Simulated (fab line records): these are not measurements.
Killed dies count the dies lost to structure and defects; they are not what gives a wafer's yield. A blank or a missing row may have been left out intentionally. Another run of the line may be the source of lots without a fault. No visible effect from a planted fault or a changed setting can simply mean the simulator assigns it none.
fab line records + flow gf180mcu
record
- lots=14
- wafers=42
- last_day=34
route steps=602 shown STI@1 MVPSD@88
lots untouched by any fault: they come from a run of this same line in which no faults occurred
start_h: hours from the record's first day to the start of the lot's first wafer shown + wait_h: time in hours since the lot's previous step + " same as the row above + L1.1+2: a single row standing in for several wafers + - value missing, or start not given + * or withheld: withheld + < > ~ a bound
route shown NAME@n: names a module that has steps shown in the file, with the first one's number in the route + usual: mean/standard deviation taken from wafers without a fault + same: alike in all rows + chamber/n: place in a boat + sites: readings site by site + _std_site: how widely they spread, as a standard deviation + _edge_site: the outer-site mean with the inner-site mean subtracted + radius_mm: how far each site lies from the wafer's centre + mask NAME#n: copy n + behind: tool/chamber where the wafer was last shaped + hold: cause of the lot's hold/its duration in hours/its outcome + device: which transistor (n, p or np) failed to switch + end of line: the route-end tests of the same wafers + a step without rows: its recipe alone + killed: at the first sort, the dies lost to defects and structure; wafer yield is something else + map: the dies of a wafer, with x for killed, . for not killed, _ for no die there
set.NAME: setting as actually run; set.NAME@STEP: the setting as run at that earlier step + model.NAME: the simulator's own value behind a step, which no gauge read
a sample of lots followed through the steps of the route, with each step as a table and each wafer as a row
services: the hour from which a tool's chamber was out of use, counted from the record's first day as start_h (under 0 if before that day), plus the number of hours and why
## steps
# step GF_STI_BOW_MEAS_00
# recipe
- mode=bow
# usual
- INCOMING_BOW=0/6.6
| lot.wafer | tool          | chamber | start_h | wait_h | INCOMING_BOW[um] |
|-----------|---------------|---------|---------|--------|------------------|
| L671.3    | film_metro-03 | -       | 10.04   | -      | -3               |
| L671.4    | "             | -       | "       | "      | -6               |
| L671.6    | "             | -       | "       | "      | -6               |
| L672.2    | film_metro-03 | -       | 15.02   | -      | -3               |
| L672.4    | "             | -       | "       | "      | -4               |
| L672.5    | "             | -       | "       | "      | 0                |
| L673.4    | film_metro-03 | -       | 20.06   | -      | -4               |
| L673.5    | "             | -       | "       | "      | 13               |
| L673.6    | "             | -       | "       | "      | -6               |
| L674.3    | film_metro-02 | -       | 25.04   | -      | 2                |
| L674.4    | "             | -       | "       | "      | 4                |
| L674.6    | "             | -       | "       | "      | -16              |
| L676.1    | film_metro-01 | -       | 35.00   | -      | -10              |
| L676.3    | "             | -       | "       | "      | 5                |
| L676.4    | "             | -       | "       | "      | 3                |
| L677.2    | film_metro-01 | -       | 40.02   | -      | -1               |
| L677.4    | "             | -       | "       | "      | -13              |
| L677.5    | "             | -       | "       | "      | 1                |
| L678.1    | film_metro-03 | -       | 45.00   | -      | 10               |
| L678.5    | "             | -       | "       | "      | 1                |
| L678.6    | "             | -       | "       | "      | 10               |
| L682.1    | film_metro-03 | -       | 65.00   | -      | -6               |
| L682.2    | "             | -       | "       | "      | -7               |
| L682.4    | "             | -       | "       | "      | 2                |
| L683.3    | film_metro-03 | -       | 70.04   | -      | 6                |
| L683.5    | "             | -       | "       | "      | -6               |
| L683.6    | "             | -       | "       | "      | 5                |
| L684.1    | film_metro-02 | -       | 75.00   | -      | -9               |
| L684.3    | "             | -       | "       | "      | -8               |
| L684.5    | "             | -       | "       | "      | 10               |
| L685.3    | film_metro-01 | -       | 80.04   | -      | -3               |
| L685.4    | "             | -       | "       | "      | -1               |
| L685.5    | "             | -       | "       | "      | 1                |
| L690.2    | film_metro-03 | -       | 105.02  | -      | -5               |
| L690.3    | "             | -       | "       | "      | -10              |
| L690.5    | "             | -       | "       | "      | 4                |
| L693.2    | film_metro-03 | -       | 120.02  | -      | -16              |
| L693.3    | "             | -       | "       | "      | -4               |
| L693.5    | "             | -       | "       | "      | -8               |
| L694.1    | film_metro-02 | -       | 125.00  | -      | 11               |
| L694.5    | "             | -       | "       | "      | -9               |
| L694.6    | "             | -       | "       | "      | 4                |
# step GF_STI_CD_MEAS_12
# recipe
- target_cd_nm=220
# usual
- cd_nm=220.0/1.2
| lot.wafer | tool      | chamber | start_h | wait_h | cd_nm |
|-----------|-----------|---------|---------|--------|-------|
| L671.3    | cd_sem-02 | -       | 28.82   | 0.1    | 219.1 |
| L671.4    | "         | -       | "       | "      | 220.1 |
| L671.6    | "         | -       | "       | "      | 218.9 |
| L672.2    | cd_sem-02 | -       | 30.75   | 0.1    | 220.2 |
| L672.4    | "         | -       | "       | "      | 219.8 |
| L672.5    | "         | -       | "       | "      | 220.1 |
| L673.4    | cd_sem-01 | -       | 35.72   | 0.1    | 220.5 |
| L673.5    | "         | -       | "       | "      | 221.8 |
| L673.6    | "         | -       | "       | "      | 221.3 |
| L674.3    | cd_sem-01 | -       | 40.80   | 0.1    | 220.7 |
| L674.4    | "         | -       | "       | "      | 221.4 |
| L674.6    | "         | -       | "       | "      | 220.9 |
| L676.1    | cd_sem-02 | -       | 50.83   | 0.1    | 221.5 |
| L676.3    | "         | -       | "       | "      | 222.7 |
| L676.4    | "         | -       | "       | "      | 222.8 |
| L677.2    | cd_sem-01 | -       | 56.68   | 0.1    | 222.0 |
| L677.4    | "         | -       | "       | "      | 221.9 |
| L677.5    | "         | -       | "       | "      | 221.5 |
| L678.1    | cd_sem-02 | -       | 61.11   | 0.1    | 220.7 |
| L678.5    | "         | -       | "       | "      | 219.8 |
| L678.6    | "         | -       | "       | "      | 220.4 |
| L682.1    | cd_sem-02 | -       | 82.72   | 0.1    | 219.6 |
| L682.2    | "         | -       | "       | "      | 220.0 |
| L682.4    | "         | -       | "       | "      | 220.1 |
| L683.3    | cd_sem-01 | -       | 86.42   | 0.1    | 219.5 |
| L683.5    | "         | -       | "       | "      | 218.3 |
| L683.6    | "         | -       | "       | "      | 218.5 |
| L684.1    | cd_sem-02 | -       | 92.03   | 0.1    | 219.2 |
| L684.3    | "         | -       | "       | "      | 218.5 |
| L684.5    | "         | -       | "       | "      | 219.0 |
| L685.3    | cd_sem-01 | -       | 98.22   | 0.1    | 218.8 |
| L685.4    | "         | -       | "       | "      | 219.1 |
| L685.5    | "         | -       | "       | "      | 218.6 |
| L690.2    | cd_sem-01 | -       | 122.54  | 0.1    | 221.8 |
| L690.3    | "         | -       | "       | "      | 222.2 |
| L690.5    | "         | -       | "       | "      | 221.7 |
| L693.2    | cd_sem-02 | -       | 140.29  | 0.1    | 218.7 |
| L693.3    | "         | -       | "       | "      | 218.5 |
| L693.5    | "         | -       | "       | "      | 218.9 |
| L694.1    | cd_sem-02 | -       | 144.32  | 0.1    | 219.4 |
| L694.5    | "         | -       | "       | "      | 221.2 |
| L694.6    | "         | -       | "       | "      | 219.5 |
# step GF_STI_WET_ETCH_17
# recipe
- chemistry=H3PO4
- target_depth_nm=45
- temp_c=160
- target=Si3N4
- time_s=514
# usual
- run_length_s=541/3.7
| lot.wafer | tool         | chamber | start_h | wait_h | run_length_s |
|-----------|--------------|---------|---------|--------|--------------|
| L671.3    | wet_bench-01 | 2       | 29.16   | 0.0    | 539          |
| L671.4    | "            | 2       | "       | "      | 539          |
| L671.6    | "            | 2       | "       | "      | 539          |
| L672.2    | wet_bench-04 | 2       | 31.11   | 0.0    | 546          |
| L672.4    | "            | 2       | "       | "      | 546          |
| L672.5    | "            | 2       | "       | "      | 546          |
| L673.4    | wet_bench-02 | 1       | 36.04   | 0.0    | 541          |
| L673.5    | "            | 1       | "       | "      | 541          |
| L673.6    | "            | 1       | "       | "      | 541          |
| L674.3    | wet_bench-01 | 2       | 41.14   | 0.0    | 546          |
| L674.4    | "            | 2       | "       | "      | 546          |
| L674.6    | "            | 2       | "       | "      | 546          |
| L676.1    | wet_bench-04 | 3       | 51.21   | 0.0    | 538          |
| L676.3    | "            | 3       | "       | "      | 538          |
| L676.4    | "            | 3       | "       | "      | 538          |
| L677.2    | wet_bench-01 | 1       | 57.04   | 0.0    | 546          |
| L677.4    | "            | 1       | "       | "      | 546          |
| L677.5    | "            | 1       | "       | "      | 546          |
| L678.1    | wet_bench-01 | 3       | 61.49   | 0.0    | 539          |
| L678.5    | "            | 3       | "       | "      | 539          |
| L678.6    | "            | 3       | "       | "      | 539          |
| L682.1    | wet_bench-04 | 1       | 83.11   | 0.0    | 538          |
| L682.2    | "            | 1       | "       | "      | 538          |
| L682.4    | "            | 1       | "       | "      | 538          |
| L683.3    | wet_bench-04 | 3       | 86.76   | 0.0    | 284          |
| L683.5    | "            | 3       | "       | "      | 284          |
| L683.6    | "            | 3       | "       | "      | 284          |
| L684.1    | wet_bench-04 | 2       | 92.41   | 0.0    | 286          |
| L684.3    | "            | 2       | "       | "      | 286          |
| L684.5    | "            | 2       | "       | "      | 286          |
| L685.3    | wet_bench-02 | 0       | 98.56   | 0.0    | 540          |
| L685.4    | "            | 0       | "       | "      | 540          |
| L685.5    | "            | 0       | "       | "      | 540          |
| L690.2    | wet_bench-01 | 0       | 122.91  | 0.0    | 540          |
| L690.3    | "            | 0       | "       | "      | 540          |
| L690.5    | "            | 0       | "       | "      | 540          |
| L693.2    | wet_bench-02 | 1       | 140.66  | 0.0    | 549          |
| L693.3    | "            | 1       | "       | "      | 549          |
| L693.5    | "            | 1       | "       | "      | 549          |
| L694.1    | wet_bench-01 | 2       | 144.71  | 0.0    | 539          |
| L694.5    | "            | 2       | "       | "      | 539          |
| L694.6    | "            | 2       | "       | "      | 539          |
# step GF_MVPSD_STRIP_10
# recipe
- chemistry=O2/N2
- power_w=1400
- pressure_mtorr=1500
- platen_temp_c=250
- o2_flow_sccm=3000
- n2_flow_sccm=300
- overash_fraction=0.5
# usual
- drypump_motor_current_A=5.99/0.27
- heater_power_w=361/12
- oes_product_au=0.722/0.0042
- strip_time_to_endpoint_s=36.98/0.11
| lot.wafer | tool            | chamber | start_h | wait_h | drypump_motor_current_A | heater_power_w | oes_product_au | rf_hours_counter_h | strip_time_to_endpoint_s |
|-----------|-----------------|---------|---------|--------|-------------------------|----------------|----------------|--------------------|--------------------------|
| L671.3    | plasma_asher-03 | 0       | 99.17   | 0.1    | 5.70                    | 360            | 0.722          | -                  | 37.01                    |
| L671.4    | "               | 1       | "       | "      | 6.30                    | 364            | 0.721          | -                  | 36.90                    |
| L671.6    | "               | 1       | "       | "      | 6.25                    | 348            | 0.721          | -                  | 36.91                    |
| L672.2    | plasma_asher-03 | 0       | 103.69  | 0.1    | 5.70                    | 363            | 0.725          | 24                 | 36.89                    |
| L672.4    | "               | 0       | "       | "      | 5.71                    | 360            | 0.720          | -                  | 36.94                    |
| L672.5    | "               | 1       | "       | "      | 6.25                    | 352            | 0.727          | -                  | 36.94                    |
| L673.4    | plasma_asher-04 | 0       | 108.74  | 0.1    | 6.14                    | 378            | 0.718          | -                  | 36.94                    |
| L673.5    | "               | 1       | "       | "      | 5.60                    | 359            | 0.719          | -                  | 36.93                    |
| L673.6    | "               | 0       | "       | "      | 6.13                    | 383            | 0.724          | -                  | 37.06                    |
| L674.3    | plasma_asher-03 | 0       | 112.79  | 0.1    | 5.69                    | 358            | 0.713          | -                  | 37.11                    |
| L674.4    | "               | 1       | "       | "      | 6.26                    | 349            | 0.730          | -                  | 37.08                    |
| L674.6    | "               | 1       | "       | "      | 6.24                    | 363            | 0.724          | -                  | 37.06                    |
| L676.1    | plasma_asher-03 | 1       | 127.21  | 0.1    | 6.26                    | 346            | 0.729          | 27                 | 36.95                    |
| L676.3    | "               | 0       | "       | "      | 5.72                    | 359            | 0.725          | -                  | 37.03                    |
| L676.4    | "               | 1       | "       | "      | 6.25                    | 356            | 0.728          | -                  | 36.92                    |
| L677.2    | plasma_asher-04 | 0       | 131.66  | 0.1    | 6.11                    | 383            | 0.724          | 1                  | 37.00                    |
| L677.4    | "               | 0       | "       | "      | 6.13                    | 388            | 0.718          | -                  | 37.12                    |
| L677.5    | "               | 1       | "       | "      | 5.56                    | 364            | 0.729          | -                  | 37.06                    |
| L678.1    | plasma_asher-03 | 0       | 137.66  | 0.1    | 5.74                    | 351            | 0.723          | 28                 | 37.06                    |
| L678.5    | "               | 0       | "       | "      | 5.72                    | 356            | 0.721          | -                  | 36.98                    |
| L678.6    | "               | 1       | "       | "      | 6.25                    | 349            | 0.725          | -                  | 37.14                    |
| L682.1    | plasma_asher-03 | 0       | 164.29  | 0.1    | 5.71                    | 366            | 0.727          | 31                 | 36.95                    |
| L682.2    | "               | 1       | "       | "      | 6.28                    | 353            | 0.720          | 31                 | 36.89                    |
| L682.4    | "               | 1       | "       | "      | 6.26                    | 362            | 0.719          | -                  | 36.92                    |
| L683.3    | plasma_asher-03 | 1       | 168.89  | 0.1    | 6.25                    | 350            | 0.727          | -                  | 36.93                    |
| L683.5    | "               | 0       | "       | "      | 5.69                    | 354            | 0.714          | -                  | 36.91                    |
| L683.6    | "               | 1       | "       | "      | 6.27                    | 353            | 0.719          | -                  | 36.90                    |
| L684.1    | plasma_asher-03 | 0       | 172.14  | 0.1    | 5.73                    | 354            | 0.726          | 31                 | 36.94                    |
| L684.3    | "               | 0       | "       | "      | 5.73                    | 359            | 0.720          | -                  | 36.87                    |
| L684.5    | "               | 1       | "       | "      | 6.28                    | 358            | 0.728          | -                  | 36.88                    |
| L685.3    | plasma_asher-03 | 0       | 180.79  | 0.1    | 5.71                    | 362            | 0.729          | -                  | 36.93                    |
| L685.4    | "               | 1       | "       | "      | 6.27                    | 355            | 0.718          | -                  | 36.92                    |
| L685.5    | "               | 1       | "       | "      | 6.30                    | 353            | 0.728          | -                  | 36.99                    |
| L690.2    | plasma_asher-04 | 0       | 210.39  | 0.1    | 6.14                    | 382            | 0.720          | 10                 | 36.85                    |
| L690.3    | "               | 0       | "       | "      | 6.11                    | 397            | 0.726          | -                  | 36.81                    |
| L690.5    | "               | 0       | "       | "      | 6.12                    | 387            | 0.716          | -                  | 36.74                    |
| L693.2    | plasma_asher-01 | 0       | 230.36  | 0.1    | 5.98                    | 380            | 0.727          | 59                 | 36.99                    |
| L693.3    | "               | 1       | "       | "      | 6.29                    | 363            | 0.715          | -                  | 36.95                    |
| L693.5    | "               | 0       | "       | "      | 5.94                    | 371            | 0.722          | -                  | 37.04                    |
| L694.1    | plasma_asher-01 | 1       | 236.04  | 0.1    | 6.29                    | 366            | 0.728          | 59                 | 36.88                    |
| L694.5    | "               | 1       | "       | "      | 6.30                    | 365            | 0.725          | -                  | 36.91                    |
| L694.6    | "               | 0       | "       | "      | 6.00                    | 373            | 0.724          | -                  | 36.86                    |
## services
| tool            | chamber | start_h | hours | kind       |
|-----------------|---------|---------|-------|------------|
| wet_bench-01    | -       | 85.82   | 12.2  | repair     |
| plasma_asher-03 | -       | 85.97   | 2.8   | pm         |
| plasma_asher-04 | -       | 108.81  | 9.0   | pm         |
| plasma_asher-04 | 0       | 108.81  | 9.0   | vent_cycle |
| plasma_asher-04 | 1       | 108.81  | 9.0   | vent_cycle |
| plasma_asher-04 | 0       | 117.81  | -     | clean      |
| plasma_asher-04 | 1       | 117.81  | -     | clean      |
| plasma_asher-03 | -       | 140.00  | 1.3   | repair     |
| wet_bench-01    | -       | 196.39  | 6.5   | repair     |
| wet_bench-02    | -       | 223.84  | 3.2   | repair     |
| wet_bench-04    | -       | 224.24  | 2.1   | repair     |
## key
first_sign
- step=GF_STI_WET_ETCH_17
- reading=run_length_s
- direction=down
- sigmas=70
- usual=*
- struck=*
effect none on later readings
met_at GF_STI_WET_ETCH_17
struck_lots L683,L684
sort_left_out L683.3,L683.5,L683.6,L684.1,L684.3,L684.5
tester_left_out L683,L684
not_acting_at GF_STI_BOW_MEAS_00,GF_STI_CD_MEAS_12,GF_MVPSD_STRIP_10
onset_between 83.11 86.76
fault
- kind=process_parameter_drift
- tool=wet_bench-04
- chamber=-
- onset_h=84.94
- steps=GF_STI_WET_ETCH_17
- channel=time_s
- offset=*
- shape=step
- end_h=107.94
- acts_in=*
- stated=*
# tester_left_out: of these lots the tester's yield and bins aren't shown, on N5 and GAA mostly nor the transistor test; their killed dies are dies lost to structure and defects alone, not to doping, threshold or leakage, so they don't give the yield
# sort_left_out: the simulated sort isn't trusted on such a fault, so these wafers' sort isn't shown, and their yield isn't known
